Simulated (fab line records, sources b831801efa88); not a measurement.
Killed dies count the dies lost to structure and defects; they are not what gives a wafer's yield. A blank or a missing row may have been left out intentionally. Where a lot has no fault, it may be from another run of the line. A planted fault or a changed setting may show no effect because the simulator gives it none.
fab line records	flow sky130
record: lots: 13	wafers: 38	lastDay: 51
route steps=708 shown GATE_OXIDE@189 LDD_P@262 LDD_HVN@273 PAD_OPEN@708
lots that met no fault: from a run of the same line without faults
startH: the number of hours between the record's first day and the start of the first shown wafer of the lot	waitH: hours from the lot's prior step to this one	" unchanged from the row above	L1.1+2: one row covering several wafers at once	- no value, or no start given	* or withheld: withheld	< > ~ a bound
route shown NAME@n: names a module that has steps shown in the file, with the first one's number in the route	usual: mean and standard deviation over wafers with no fault	same: alike in all rows	chamber/n: place in a boat	sites: readings site by site	_std_site: the standard deviation of these	_edge_site: the outer-site mean with the inner-site mean subtracted	radiusMm: for every site, how far away it sits from the centre of the wafer	mask NAME#n: copy n	behind: tool/chamber where the wafer was last shaped	hold: reason for holding the lot/hours on hold/outcome of the hold	device: which transistor (n, p or np) failed to switch	end of line: the route-end tests of the same wafers	where a step has no rows: the recipe by itself	killed: at the first sort, the dies lost to defects and structure; wafer yield is something else	map: a wafer's dies, x killed, . not, _ none there
set.NAME: the setting that was run; set.NAME@STEP: the one run at that earlier step	model.NAME: the simulator's own value behind a step, which no gauge read
the route's steps for a sample of lots (tables are steps, rows are wafers)
== steps ==
step: SKY_GATE_OXIDE_THK_MEAS_02
recipe: reads: SiO2_of_GATE_OXIDE_OXIDATION_01
usual: GATE_OXIDE_OXIDATION_00_THK: 10.30/0.19
lot.wafer	tool	chamber	startH	waitH	GATE_OXIDE_OXIDATION_00_THK[nm]
L171.2	filmMetro-01	-	297.55	0.0	10.54
L171.3	"	-	"	"	10.47
L171.4	"	-	"	"	10.54
L172.1	filmMetro-02	-	311.17	0.0	9.90
L172.4	"	-	"	"	9.95
L172.6	"	-	"	"	9.76
L173.1	filmMetro-02	-	323.35	0.0	10.48
L173.3	"	-	"	"	10.18
L173.5	"	-	"	"	10.28
L174.1	filmMetro-02	-	328.96	0.0	10.37
L174.4	"	-	"	"	10.38
L174.6	"	-	"	"	10.46
L175.2	filmMetro-03	-	328.97	0.0	10.28
L175.4	"	-	"	"	10.21
L175.6	"	-	"	"	10.17
L176.1	filmMetro-03	-	336.16	0.0	10.60
L176.3	"	-	"	"	10.52
L176.6	"	-	"	"	10.51
L178.2	filmMetro-01	-	346.39	0.0	10.04
L178.5	"	-	"	"	10.09
L178.6	"	-	"	"	10.12
L184.2	filmMetro-01	-	403.91	0.0	10.15
L184.3	"	-	"	"	10.37
L185.4	filmMetro-02	-	408.89	0.0	10.16
L185.5	"	-	"	"	10.28
L185.6	"	-	"	"	10.24
L186.3	filmMetro-03	-	417.61	0.0	10.36
L186.4	"	-	"	"	10.24
L186.5	"	-	"	"	10.39
L192.1	filmMetro-03	-	464.37	0.0	10.16
L192.5	"	-	"	"	10.28
L192.6	"	-	"	"	10.01
L191.3	filmMetro-01	-	464.39	0.0	10.43
L191.4	"	-	"	"	10.36
L191.5	"	-	"	"	10.36
L194.3	filmMetro-03	-	475.00	0.0	10.58
L194.4	"	-	"	"	10.77
L194.6	"	-	"	"	10.51
step: SKY_LDD_P_CD_MEAS_07
recipe: targetCdNm: 380
usual: cdNm: 380.0/2.8
lot.wafer	tool	chamber	startH	waitH	cdNm
L171.2	cdSem-02	-	449.35	0.1	379.0
L171.3	"	-	"	"	380.3
L171.4	"	-	"	"	379.0
L172.1	cdSem-01	-	465.69	0.1	382.9
L172.4	"	-	"	"	383.8
L172.6	"	-	"	"	383.8
L173.1	cdSem-02	-	483.44	0.1	377.7
L173.3	"	-	"	"	379.2
L173.5	"	-	"	"	377.7
L174.1	cdSem-01	-	486.94	0.1	379.7
L174.4	"	-	"	"	380.1
L174.6	"	-	"	"	380.3
L175.2	cdSem-02	-	487.59	0.1	376.4
L175.4	"	-	"	"	381.1
L175.6	"	-	"	"	380.5
L176.1	cdSem-01	-	494.74	0.1	384.1
L176.3	"	-	"	"	383.2
L176.6	"	-	"	"	381.0
L178.2	cdSem-02	-	507.09	0.1	375.7
L178.5	"	-	"	"	377.1
L178.6	"	-	"	"	377.0
L184.2	cdSem-02	-	565.61	0.1	381.6
L184.3	"	-	"	"	380.0
L185.4	cdSem-02	-	575.75	0.1	379.4
L185.5	"	-	"	"	379.4
L185.6	"	-	"	"	376.8
L186.3	cdSem-02	-	579.13	0.1	379.2
L186.4	"	-	"	"	377.1
L186.5	"	-	"	"	377.7
L191.3	cdSem-01	-	624.96	0.1	384.3
L191.4	"	-	"	"	385.6
L191.5	"	-	"	"	384.8
L192.1	cdSem-02	-	625.22	0.1	376.9
L192.5	"	-	"	"	380.1
L192.6	"	-	"	"	376.8
L194.3	cdSem-02	-	636.53	0.1	383.7
L194.4	"	-	"	"	383.1
L194.6	"	-	"	"	382.3
step: SKY_LDD_HVN_DEVELOP_06
recipe: resist: NOVOLAK	developer: TMAH	developTimeS: 60	devTempC: 23
lot.wafer	tool	chamber	startH	waitH
L171.2+3+4	lithoTrack-02	0	480.94	0.1
L172.1+4+6	lithoTrack-04	0	497.04	0.1
L173.1+3+5	lithoTrack-04	0	514.84	0.1
L174.1+4+6	lithoTrack-04	0	517.24	0.1
L175.2+4+6	lithoTrack-01	0	518.70	0.1
L176.1+3+6	lithoTrack-04	0	525.59	0.1
L178.2+5+6	lithoTrack-04	0	537.82	0.1
L184.2+3	lithoTrack-02	0	595.94	0.1
L185.4+5+6	lithoTrack-02	0	606.14	0.1
L186.3+4+5	lithoTrack-02	0	608.86	0.1
L191.3+4+5	lithoTrack-04	0	654.19	0.1
L192.1+5+6	lithoTrack-01	0	654.72	0.1
L194.3+4+6	lithoTrack-01	0	665.87	0.1
step: SKY_LDD_HVN_OVL_MEAS_07
usual: LDD_HVN_OVL: 0.1/1.1
lot.wafer	tool	chamber	startH	waitH	LDD_HVN_OVL[nm]
L171.2	overlay-02	-	481.07	0.1	2.1
L171.3	"	-	"	"	0.5
L171.4	"	-	"	"	1.5
L172.1	overlay-02	-	497.19	0.1	0.3
L172.4	"	-	"	"	1.4
L172.6	"	-	"	"	0.9
L173.1	overlay-01	-	514.99	0.1	1.7
L173.3	"	-	"	"	0.6
L173.5	"	-	"	"	1.4
L174.1	overlay-02	-	517.39	0.1	-0.3
L174.4	"	-	"	"	0.4
L174.6	"	-	"	"	-0.1
L175.2	overlay-01	-	518.83	0.1	-0.6
L175.4	"	-	"	"	0.2
L175.6	"	-	"	"	0.7
L176.1	overlay-01	-	525.74	0.1	0.4
L176.3	"	-	"	"	-1.8
L176.6	"	-	"	"	0.0
L178.2	overlay-02	-	537.95	0.1	0.7
L178.5	"	-	"	"	1.4
L178.6	"	-	"	"	0.1
L184.2	overlay-02	-	596.07	0.1	-0.1
L184.3	"	-	"	"	-0.9
L185.4	overlay-01	-	606.23	0.1	-1.6
L185.5	"	-	"	"	-1.2
L185.6	"	-	"	"	-1.1
L186.3	overlay-02	-	608.98	0.1	0.9
L186.4	"	-	"	"	0.4
L186.5	"	-	"	"	1.1
L191.3	overlay-01	-	654.30	0.1	-0.9
L191.4	"	-	"	"	-0.5
L191.5	"	-	"	"	-1.4
L192.1	overlay-01	-	654.87	0.1	0.7
L192.5	"	-	"	"	0.2
L192.6	"	-	"	"	-0.1
L194.3	overlay-02	-	665.99	0.1	-0.3
L194.4	"	-	"	"	0.0
L194.6	"	-	"	"	-0.4
step: SKY_LDD_HVN_TW_MEAS_10
usual: LDD_HVN_TW: 1432/15
lot.wafer	tool	chamber	startH	waitH	LDD_HVN_TW
L171.2	filmMetro-01	-	481.36	0.1	1428
L171.3	"	-	"	"	1422
L171.4	"	-	"	"	1438
L172.1	filmMetro-04	-	497.48	0.1	1443
L172.4	"	-	"	"	1430
L172.6	"	-	"	"	1430
L173.1	filmMetro-02	-	515.28	0.1	1457
L173.3	"	-	"	"	1449
L173.5	"	-	"	"	1456
L174.1	filmMetro-01	-	517.68	0.1	1415
L174.4	"	-	"	"	1416
L174.6	"	-	"	"	1416
L175.2	filmMetro-02	-	519.12	0.1	1457
L175.4	"	-	"	"	1450
L175.6	"	-	"	"	1444
L176.1	filmMetro-02	-	526.03	0.1	1458
L176.3	"	-	"	"	1450
L176.6	"	-	"	"	1446
L178.2	filmMetro-04	-	538.24	0.1	1416
L178.5	"	-	"	"	1424
L178.6	"	-	"	"	1428
L184.2	filmMetro-01	-	596.36	0.1	1419
L184.3	"	-	"	"	228
L185.4	filmMetro-01	-	606.53	0.1	223
L185.5	"	-	"	"	1422
L185.6	"	-	"	"	1416
L186.3	filmMetro-01	-	609.27	0.1	229
L186.4	"	-	"	"	224
L186.5	"	-	"	"	1414
L191.3	filmMetro-02	-	654.62	0.1	1445
L191.4	"	-	"	"	1441
L191.5	"	-	"	"	1440
L192.1	filmMetro-04	-	655.16	0.1	1443
L192.5	"	-	"	"	1434
L192.6	"	-	"	"	1423
L194.3	filmMetro-01	-	666.28	0.1	1422
L194.4	"	-	"	"	1412
L194.6	"	-	"	"	1417
step: SKY_PAD_OPEN_PROBE_99
usual: killed_at_M0_to_M3: 44/7.2	killed_at_M4_up: 2.9/1.8	killedAtContacts: 24/5.2	killedAtFrontEnd: 15/4	killedAtOther: 0.2/0.49	killedDies: 85/9.1	killedOnRim: 17/3.7	killedOpen: 47/6.8	killedShort: 38/5.7
same: grossDies: 492	killedAtBackSide: 0
lot.wafer	tool	chamber	startH	waitH	killed_at_M0_to_M3	killed_at_M4_up	killedAtContacts	killedAtFrontEnd	killedAtOther	killedDies	killedOnRim	killedOpen	killedShort
L172.1	prober-01	-	1111.02	0.1	50	1	20	22	0	93	14	51	42
L172.4	prober-01	-	1111.17	0.2	41	5	17	18	0	81	19	43	38
L172.6	prober-01	-	1111.27	0.2	43	2	21	19	0	85	19	57	28
L176.1	prober-01	-	1128.93	0.1	41	7	22	13	0	83	15	44	39
L176.3	prober-01	-	1129.03	0.2	54	2	27	15	0	98	24	48	50
L176.6	prober-01	-	1129.18	0.2	47	2	23	14	0	86	24	53	33
L178.2	prober-02	-	1136.47	0.1	46	0	14	13	0	73	10	45	28
L178.5	prober-02	-	1136.62	0.2	46	1	27	16	1	91	23	51	40
L178.6	prober-02	-	1136.67	0.2	36	4	30	19	1	90	11	52	38
L184.2	prober-01	-	1175.32	0.1	42	4	18	15	1	80	13	43	37
L184.3	prober-01	-	1175.37	0.2	45	1	22	424	0	492	96	48	40
L185.4	prober-02	-	1180.92	0.2	52	6	23	411	0	492	96	48	39
L185.5	prober-02	-	1180.97	0.2	60	3	19	11	0	93	22	46	47
L185.6	prober-02	-	1181.02	0.2	42	5	19	17	0	83	21	45	38
L186.3	prober-01	-	1184.28	0.2	61	4	19	408	0	492	96	55	39
L186.4	prober-01	-	1184.33	0.2	41	1	23	427	0	492	96	47	31
L186.5	prober-01	-	1184.38	0.2	49	2	13	13	0	77	16	43	34
L192.1	prober-01	-	1206.96	0.1	47	3	19	13	2	84	20	45	39
L192.5	prober-01	-	1207.16	0.2	37	4	23	11	0	75	17	40	35
L192.6	prober-01	-	1207.21	0.2	29	1	10	15	0	55	10	31	24
L194.3	prober-01	-	1213.88	0.2	42	3	31	19	0	95	19	54	41
L194.4	prober-01	-	1213.93	0.2	34	3	21	22	0	80	12	36	44
L194.6	prober-01	-	1214.03	0.2	39	2	23	11	0	75	13	38	37
killed by level:class
L172.1 VIA1:geometricParticle:open=14 CONTACT:geometricParticle:open=8 METAL3:geometricParticle:short=7 VIA3:geometricParticle:open=7 FIELD_ISO:geometricParticle:open=6 METAL1:geometricParticle:short=6 POLY_GATE:geometricParticle:open=5 LI_CONTACT:geometricParticle:short=5
L172.4 VIA1:geometricParticle:open=10 VIA3:geometricParticle:open=10 FIELD_ISO:geometricParticle:short=9 METAL4:geometricParticle:short=4 CONTACT:geometricParticle:open=4 LI_CONTACT:geometricParticle:open=4 METAL1:geometricParticle:short=4 FIELD_ISO:geometricParticle:open=3
L172.6 VIA1:geometricParticle:open=15 CONTACT:geometricParticle:open=8 FIELD_ISO:geometricParticle:open=6 LI_CONTACT:geometricParticle:open=6 VIA2:geometricParticle:open=6 VIA3:geometricParticle:open=6 FIELD_ISO:geometricParticle:short=4 LI_CONTACT:geometricParticle:short=4
L176.1 VIA1:geometricParticle:open=13 CONTACT:geometricParticle:open=10 LI_CONTACT:geometricParticle:short=7 METAL2:geometricParticle:short=6 VIA2:geometricParticle:open=6 METAL4:geometricParticle:short=5 VIA1:geometricParticle:short=4 FIELD_ISO:geometricParticle:short=3
L176.3 VIA3:geometricParticle:open=10 METAL2:geometricParticle:short=9 CONTACT:geometricParticle:short=8 VIA1:geometricParticle:short=8 LI_CONTACT:geometricParticle:open=7 VIA1:geometricParticle:open=7 CONTACT:geometricParticle:open=6 FIELD_ISO:geometricParticle:open=5
L176.6 CONTACT:geometricParticle:open=12 VIA1:geometricParticle:open=10 VIA3:geometricParticle:open=9 VIA2:geometricParticle:open=9 METAL2:geometricParticle:short=7 FIELD_ISO:geometricParticle:open=5 VIA2:geometricParticle:short=5 FIELD_ISO:geometricParticle:short=4
L178.2 VIA1:geometricParticle:open=15 VIA2:geometricParticle:open=6 CONTACT:geometricParticle:open=6 VIA3:geometricParticle:open=6 POLY_GATE:geometricParticle:open=5 VIA1:geometricParticle:short=5 POLY_GATE:geometricParticle:short=4 CONTACT:geometricParticle:short=4
L178.5 VIA1:geometricParticle:open=16 CONTACT:geometricParticle:open=13 LI_CONTACT:geometricParticle:open=6 CONTACT:geometricParticle:short=6 POLY_GATE:geometricParticle:short=5 VIA1:geometricParticle:short=5 METAL1:geometricParticle:short=5 VIA3:geometricParticle:open=5
L178.6 LI_CONTACT:geometricParticle:open=11 CONTACT:geometricParticle:open=11 METAL1:geometricParticle:short=6 VIA1:geometricParticle:open=6 FIELD_ISO:geometricParticle:open=5 VIA1:geometricParticle:short=5 METAL2:geometricParticle:short=5 METAL3:geometricParticle:short=5
L184.2 VIA3:geometricParticle:open=9 VIA1:geometricParticle:open=7 LI_CONTACT:geometricParticle:open=6 FIELD_ISO:geometricParticle:short=5 LOCAL_INTERCONNECT:geometricParticle:short=5 CONTACT:geometricParticle:open=5 METAL1:geometricParticle:short=5 VIA2:geometricParticle:open=5
L184.3 LDD_HVN:areaDevelop=404 VIA1:geometricParticle:open=10 FIELD_ISO:geometricParticle:short=8 METAL2:geometricParticle:short=8 VIA2:geometricParticle:open=8 CONTACT:geometricParticle:open=7 LI_CONTACT:geometricParticle:open=5 METAL1:geometricParticle:short=5
L185.4 LDD_HVN:areaDevelop=405 CONTACT:geometricParticle:open=12 VIA1:geometricParticle:open=9 METAL1:geometricParticle:short=8 VIA2:geometricParticle:open=8 METAL2:geometricParticle:short=7 VIA3:geometricParticle:open=7 LI_CONTACT:geometricParticle:open=6
L185.5 VIA1:geometricParticle:open=16 VIA3:geometricParticle:open=6 POLY_GATE:geometricParticle:short=5 LOCAL_INTERCONNECT:geometricParticle:short=5 METAL1:geometricParticle:short=5 VIA1:geometricParticle:short=5 METAL2:geometricParticle:short=5 VIA2:geometricParticle:short=5
L185.6 VIA1:geometricParticle:open=10 CONTACT:geometricParticle:short=7 FIELD_ISO:geometricParticle:open=6 VIA2:geometricParticle:open=6 LI_CONTACT:geometricParticle:open=6 VIA3:geometricParticle:open=6 VIA1:geometricParticle:short=5 METAL2:geometricParticle:short=5
L186.3 LDD_HVN:areaDevelop=398 VIA3:geometricParticle:open=14 VIA1:geometricParticle:open=12 VIA2:geometricParticle:open=8 VIA1:geometricParticle:short=6 VIA3:geometricParticle:short=6 CONTACT:geometricParticle:open=5 METAL1:geometricParticle:short=5
L186.4 LDD_HVN:areaDevelop=414 VIA1:geometricParticle:open=11 VIA2:geometricParticle:open=10 CONTACT:geometricParticle:open=7 VIA3:geometricParticle:short=6 POLY_GATE:geometricParticle:short=5 LI_CONTACT:geometricParticle:open=5 VIA3:geometricParticle:open=5
L186.5 VIA1:geometricParticle:open=9 VIA3:geometricParticle:open=8 METAL2:geometricParticle:short=7 METAL3:geometricParticle:short=6 LI_CONTACT:geometricParticle:open=5 METAL1:geometricParticle:short=5 VIA1:geometricParticle:short=4 CONTACT:geometricParticle:open=4
L192.1 VIA1:geometricParticle:open=9 VIA2:geometricParticle:open=9 CONTACT:geometricParticle:open=7 VIA1:geometricParticle:short=6 LI_CONTACT:geometricParticle:open=5 METAL1:geometricParticle:short=5 VIA3:geometricParticle:short=5 CONTACT:geometricParticle:short=4
L192.5 CONTACT:geometricParticle:open=10 VIA1:geometricParticle:open=7 VIA3:geometricParticle:open=6 FIELD_ISO:geometricParticle:short=5 METAL1:geometricParticle:short=5 VIA1:geometricParticle:short=5 VIA2:geometricParticle:open=5 LI_CONTACT:geometricParticle:short=4
L192.6 VIA3:geometricParticle:open=6 VIA1:geometricParticle:open=5 VIA2:geometricParticle:short=5 FIELD_ISO:geometricParticle:short=4 FIELD_ISO:geometricParticle:open=4 LI_CONTACT:geometricParticle:open=4 VIA2:geometricParticle:open=4 CONTACT:geometricParticle:open=3
L194.3 CONTACT:geometricParticle:open=11 VIA2:geometricParticle:open=10 LI_CONTACT:geometricParticle:open=7 VIA1:geometricParticle:open=7 POLY_GATE:geometricParticle:open=6 FIELD_ISO:geometricParticle:short=5 LOCAL_INTERCONNECT:geometricParticle:short=5 VIA1:geometricParticle:short=5
L194.4 VIA1:geometricParticle:open=7 POLY_GATE:geometricParticle:open=7 CONTACT:geometricParticle:open=7 METAL2:geometricParticle:short=6 POLY_GATE:geometricParticle:short=5 VIA1:geometricParticle:short=5 FIELD_ISO:geometricParticle:short=4 CONTACT:geometricParticle:short=4
L194.6 CONTACT:geometricParticle:open=10 VIA3:geometricParticle:open=10 METAL2:geometricParticle:short=7 VIA1:geometricParticle:short=6 FIELD_ISO:geometricParticle:open=4 LOCAL_INTERCONNECT:geometricParticle:short=4 METAL1:geometricParticle:short=4 VIA2:geometricParticle:open=4
== key ==
firstSign: step: SKY_LDD_HVN_TW_MEAS_10	reading: LDD_HVN_TW	direction: down	sigmas: 80	usual: 1432	struck: 226
effect: step: SKY_PAD_OPEN_PROBE_99	reading: killedAtFrontEnd	direction: up	sigmas: 99+	usual: 15	struck: 418
moreKillsBornAt: SKY_LDD_HVN_DEVELOP_06@lithoTrack-02: 1621
metAt SKY_LDD_HVN_DEVELOP_06
struckLots L184,L185,L186
struckWafers L184.3,L185.4,L186.3,L186.4
testerLeftOut L184,L185,L186
notActingAt SKY_GATE_OXIDE_THK_MEAS_02,SKY_LDD_P_CD_MEAS_07,SKY_LDD_HVN_OVL_MEAS_07
onsetBetween 480.94 595.94
fault: kind: processParameterDrift	tool: lithoTrack-02	chamber: -	onsetH: 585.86	steps: SKY_LDD_HVN_DEVELOP_06	channel: developTimeS	offset: *	shape: step	endH: 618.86	scope: struckWafersOnly	actsIn: *	stated: *
testerLeftOut: of these lots the tester's yield and bins aren't shown, on N5 and GAA mostly nor the transistor test; their killed dies are dies lost to structure and defects alone, not to doping, threshold or leakage, so they don't give the yield
